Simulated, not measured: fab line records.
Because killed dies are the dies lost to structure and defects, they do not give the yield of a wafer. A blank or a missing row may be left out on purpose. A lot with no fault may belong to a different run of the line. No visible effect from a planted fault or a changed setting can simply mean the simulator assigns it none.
fab line records    flow sky130    part 2 of 2: steps 26 to 36 of 36
[record] lots = 5  wafers = 15  last_day = 50
route steps=708 shown CAP2M@616 METAL4@621 VIA4@639
lots that met no fault: taken from a fault-free run of the same line
start_h: the number of hours between the record's first day and the start of the first shown wafer of the lot    wait_h: hours elapsed since this lot's preceding step    " identical to the entry in the row above    L1.1+2: several wafers, shown together as one row    - no value present, or no start provided    * or withheld: withheld    < > ~ a bound
route shown NAME@n: a module of which the file shows steps, and the number in the route of the first    usual: average and standard deviation across the fault-free wafers    same: alike in all rows    chamber/n: place in a boat    sites: each site's reading    _std_site: how widely they spread, as a standard deviation    _edge_site: inner sites' mean taken away from outer sites' mean    radius_mm: for every site, how far away it sits from the centre of the wafer    mask NAME#n: copy n    behind: the most recent tool/chamber to have shaped the wafer    hold: what put the lot on hold/how long, in hours/how the hold closed    device: whichever transistor did not switch (one of n, p or np)    end of line: tests run on the same wafers once the route is complete    a step with no rows: only its recipe    killed: not the wafer's yield, but the dies lost to structure and defects at the first sort    map: shows each die of a wafer: x if killed, . if not, _ if none is there
set.NAME: the setting that was run; set.NAME@STEP: the one run at that earlier step    model.NAME: the simulator's own value behind a step, which no gauge read
lots at selected steps of the route; one table per step, one row per wafer
services: the hour from which a tool's chamber was out of use, counted from the record's first day as start_h (under 0 if before that day), plus the number of hours and why
[[steps]]
[step SKY_VIA4_CMP_02]
[recipe] material = SiO2  down_force_psi = 4  platen_rpm = 60  pad_velocity_m_s = 0.94248
[usual] edge_zone_pressure_frac = 1.000/0.0054  motor_current_A = 11.7/0.68  retaining_ring_pressure_frac = 1.000/0.0042
lot.wafer  tool    chamber  start_h  wait_h  edge_zone_pressure_frac  motor_current_A  retaining_ring_pressure_frac
L076.4     cmp-02  2        1007.69  0.0     0.997                    11.0             1.001
L076.1     "       1        "        "       0.998                    12.3             0.999
L076.6     "       3        "        "       1.006                    11.3             1.000
L081.1     cmp-02  0        1030.86  0.1     0.999                    12.2             1.009
L081.6     "       2        "        "       0.994                    11.4             0.995
L081.5     "       3        "        "       1.001                    11.7             0.998
L091.2     cmp-02  1        1090.11  0.0     0.990                    13.1             1.003
L091.3     "       3        "        "       0.997                    10.6             0.996
L091.6     "       1        "        "       0.998                    13.1             0.999
L096.4     cmp-01  0        1114.16  0.0     1.001                    12.5             0.999
L096.3     "       2        "        "       0.988                    11.3             0.996
L096.6     "       1        "        "       0.996                    11.6             1.002
L097.2     cmp-02  1        1124.45  0.0     1.002                    12.7             0.998
L097.1     "       2        "        "       0.996                    11.2             1.004
L097.4     "       3        "        "       0.995                    11.5             1.008
[step SKY_VIA4_BOW_MEAS_03]
[recipe] mode = bow
[usual] VIA4_BOW = 80/8
lot.wafer  tool           chamber  start_h  wait_h  VIA4_BOW[um]
L076.1     film_metro-02  -        1007.99  0.1     81
L076.4     "              -        "        "       77
L076.6     "              -        "        "       72
L081.1     film_metro-02  -        1031.06  0.1     93
L081.5     "              -        "        "       92
L081.6     "              -        "        "       84
L091.2     film_metro-02  -        1090.43  0.3     72
L091.3     "              -        "        "       67
L091.6     "              -        "        "       72
L096.3     film_metro-04  -        1114.50  0.2     84
L096.4     "              -        "        "       79
L096.6     "              -        "        "       77
L097.1     film_metro-04  -        1124.75  0.2     83
L097.2     "              -        "        "       86
L097.4     "              -        "        "       81
[step SKY_VIA4_DEHYDRATE_04]
[recipe] temp_c = 200  time_s = 60
[usual] exhaust_pa = 44.9/0.92
lot.wafer  tool            chamber  start_h  wait_h  exhaust_pa
L076.1     litho_track-02  0        1018.30  10.3    44.9
L076.4     "               0        "        "       46.1
L076.6     "               0        "        "       45.3
L081.1     litho_track-04  0        1041.15  10.1    43.8
L081.5     "               0        "        "       44.2
L081.6     "               0        "        "       43.4
L091.2     litho_track-02  0        1101.73  11.3    46.3
L091.3     "               0        "        "       45.6
L091.6     "               0        "        "       47.1
L096.3     litho_track-01  0        1124.35  9.8     44.5
L096.4     "               0        "        "       44.5
L096.6     "               0        "        "       45.3
L097.1     litho_track-02  0        1133.00  8.2     45.2
L097.2     "               0        "        "       44.6
L097.4     "               0        "        "       45.3
[step SKY_VIA4_HMDS_05]
[recipe] prime_time_s = 60  prime_temp_c = 120
[usual] exhaust_pa = 45.1/0.9  prime_temp_c = 119.97/0.14
lot.wafer  tool            chamber  start_h  wait_h  exhaust_pa  prime_temp_c
L076.1     litho_track-02  0        1018.45  0.1     46.5        120.04
L076.4     "               0        "        "       45.6        119.82
L076.6     "               0        "        "       45.6        119.90
L081.1     litho_track-04  0        1041.30  0.1     44.5        119.98
L081.5     "               0        "        "       45.0        120.13
L081.6     "               0        "        "       44.8        120.02
L091.2     litho_track-02  0        1101.88  0.1     45.8        120.01
L091.3     "               0        "        "       45.1        120.14
L091.6     "               0        "        "       46.8        119.90
L096.3     litho_track-01  0        1124.50  0.1     43.9        120.28
L096.4     "               0        "        "       44.1        120.13
L096.6     "               0        "        "       43.7        120.16
L097.1     litho_track-02  0        1133.15  0.1     46.5        120.00
L097.2     "               0        "        "       45.4        119.86
L097.4     "               0        "        "       44.2        119.71
[step SKY_VIA4_COAT_06]
[recipe] resist = NOVOLAK  spin_rpm = 3000  resist_thk_nm = 1140
[usual] exhaust_pa = 44.8/0.98
lot.wafer  tool            chamber  start_h  wait_h  exhaust_pa
L076.1     litho_track-02  0        1018.60  0.1     44.6
L076.4     "               0        "        "       44.8
L076.6     "               0        "        "       45.9
L081.1     litho_track-04  0        1041.45  0.1     45.9
L081.5     "               0        "        "       45.1
L081.6     "               0        "        "       44.3
L091.2     litho_track-02  0        1102.03  0.1     44.1
L091.3     "               0        "        "       43.8
L091.6     "               0        "        "       45.1
L096.3     litho_track-01  0        1124.65  0.1     47.1
L096.4     "               0        "        "       45.2
L096.6     "               0        "        "       44.2
L097.1     litho_track-02  0        1133.30  0.1     44.2
L097.2     "               0        "        "       45.2
L097.4     "               0        "        "       44.7
[step SKY_VIA4_SOFTBAKE_07]
[recipe] temp_c = 90  time_s = 60  resist = NOVOLAK
[usual] exhaust_pa = 45.1/0.77
lot.wafer  tool            chamber  start_h  wait_h  exhaust_pa
L076.1     litho_track-02  0        1018.75  0.1     45.9
L076.4     "               0        "        "       45.1
L076.6     "               0        "        "       45.8
L081.1     litho_track-04  0        1041.60  0.1     45.1
L081.5     "               0        "        "       45.0
L081.6     "               0        "        "       44.7
L091.2     litho_track-02  0        1102.18  0.1     45.2
L091.3     "               0        "        "       45.0
L091.6     "               0        "        "       46.1
L096.3     litho_track-01  0        1124.80  0.1     45.5
L096.4     "               0        "        "       45.5
L096.6     "               0        "        "       45.8
L097.1     litho_track-02  0        1133.45  0.1     44.1
L097.2     "               0        "        "       45.8
L097.4     "               0        "        "       45.4
[step SKY_VIA4_EXPOSE_08]
[recipe] mask_id = VIM4  na = 0.6  source_shape = conventional  sigma_outer = 0.6  polarization = unpolarized  target_cd_nm = 800  dose_mj = 132
[same] na = 0.6
lot.wafer   tool              chamber  start_h  wait_h  mask
L076.1+4+6  iline_stepper-02  0        -        -       VIM4#0
L081.1+5+6  iline_stepper-01  0        -        -       VIM4#0
L091.2+3+6  iline_stepper-01  0        -        -       VIM4#0
L096.3+4+6  iline_stepper-01  0        -        -       VIM4#0
L097.1+2+4  iline_stepper-01  0        -        -       VIM4#0
[step SKY_VIA4_PEB_09]
[recipe] temp_c = withheld  time_s = *  resist = NOVOLAK
[usual] exhaust_pa = 44.9/0.97
lot.wafer  tool            chamber  start_h  wait_h  exhaust_pa
L076.1     litho_track-01  0        -        -       46.2
L076.4     "               0        "        "       45.5
L076.6     "               0        "        "       45.8
L081.1     litho_track-04  0        -        -       46.3
L081.5     "               0        "        "       45.9
L081.6     "               0        "        "       46.3
L091.2     litho_track-02  0        -        -       42.7
L091.3     "               0        "        "       43.8
L091.6     "               0        "        "       43.5
L096.3     litho_track-04  0        -        -       43.8
L096.4     "               0        "        "       43.9
L096.6     "               0        "        "       45.0
L097.1     litho_track-02  0        -        -       44.3
L097.2     "               0        "        "       44.9
L097.4     "               0        "        "       44.2
[step SKY_VIA4_DEVELOP_10]
[recipe] resist = NOVOLAK  developer = TMAH  develop_time_s = 60  dev_temp_c = 23
[usual] exhaust_pa = 45.0/0.87
lot.wafer  tool            chamber  start_h  wait_h  exhaust_pa
L076.1     litho_track-01  0        1030.75  0.1     45.4
L076.4     "               0        "        "       44.4
L076.6     "               0        "        "       45.1
L081.1     litho_track-04  0        1053.05  0.1     44.2
L081.5     "               0        "        "       45.4
L081.6     "               0        "        "       44.9
L091.2     litho_track-02  0        1111.33  0.1     44.9
L091.3     "               0        "        "       43.6
L091.6     "               0        "        "       44.2
L096.3     litho_track-04  0        1133.65  0.1     45.9
L096.4     "               0        "        "       45.0
L096.6     "               0        "        "       44.5
L097.1     litho_track-02  0        1142.40  0.1     45.6
L097.2     "               0        "        "       45.0
L097.4     "               0        "        "       45.3
[step SKY_VIA4_OVL_MEAS_11]
[usual] VIA4_OVL = 0.1/1.5
lot.wafer  tool        chamber  start_h  wait_h  VIA4_OVL[nm]
L076.1     overlay-02  -        1030.90  0.1     0.9
L076.4     "           -        "        "       0.8
L076.6     "           -        "        "       1.4
L081.1     overlay-01  -        1053.20  0.1     -3.6
L081.5     "           -        "        "       -1.0
L081.6     "           -        "        "       -0.8
L091.2     overlay-02  -        1111.46  0.1     -1.4
L091.3     "           -        "        "       -0.3
L091.6     "           -        "        "       1.0
L096.3     overlay-01  -        1133.76  0.1     0.6
L096.4     "           -        "        "       0.4
L096.6     "           -        "        "       -0.4
L097.1     overlay-01  -        1142.55  0.1     -1.9
L097.2     "           -        "        "       -1.8
L097.4     "           -        "        "       -2.9
[step SKY_VIA4_ETCH_12]
[recipe] target = SiO2  chemistry = C4F8/O2/Ar  stop_on = TiN  mask_material = NOVOLAK  source_w = 1500  bias_w = 1200  pressure_mtorr = 40  c4f8_flow_sccm = withheld  O2_flow_sccm = 6  Ar_flow_sccm = 300  time_s = withheld  target_depth_a = 5800
[usual] oes_product_au = 0.925/0.0051
lot.wafer  tool         chamber  start_h  wait_h  oes_product_au
L076.1     rie_diel-04  2        1030.93  0.0     0.939
L076.4     "            0        "        "       0.924
L076.6     "            3        "        "       0.926
L081.1     rie_diel-02  1        1053.23  0.0     0.925
L081.5     "            3        "        "       0.924
L081.6     "            0        "        "       0.925
L091.2     rie_diel-01  0        1111.49  0.0     0.926
L091.3     "            1        "        "       0.920
L091.6     "            3        "        "       0.925
L096.3     rie_diel-04  3        1133.78  0.0     0.931
L096.4     "            0        "        "       0.919
L096.6     "            0        "        "       0.920
L097.1     rie_diel-01  2        1142.59  0.0     0.922
L097.2     "            1        "        "       0.928
L097.4     "            2        "        "       0.918
[[services]]
tool              chamber  start_h  hours  kind
cmp-02            -        968.66   2.0    repair
rie_metal-02      0        975.74   1.5    repair
rie_metal-02      -        976.68   0.6    repair
krf_scanner-02    -        979.42   1.0    pm
rie_diel-01       0        980.65   8.1    repair
cmp-02            -        981.47   1.7    repair
rie_diel-01       3        983.46   3.2    repair
cmp-02            -        992.62   1.0    repair
rie_metal-02      0        994.43   4.1    repair
krf_scanner-02    -        1003.94  0.8    pm
cmp-02            -        1008.91  1.1    repair
hdpcvd-01         1        1016.43  18.8   repair
rie_diel-01       1        1029.55  3.8    repair
plasma_asher-03   -        1046.76  0.8    repair
rie_metal-01      1        1051.60  5.9    repair
rie_diel-01       1        1074.85  7.2    repair
rie_diel-01       -        1081.14  0.6    repair
cmp-02            -        1084.26  4.0    pm
plasma_asher-03   -        1084.36  4.3    repair
iline_stepper-01  -        1117.47  1.7    pm
rie_metal-04      -        1119.83  14.6   pm
wet_bench-03      -        1122.60  3.7    repair
hdpcvd-01         0        1139.77  9.4    repair
rie_diel-01       3        1142.47  1.4    repair
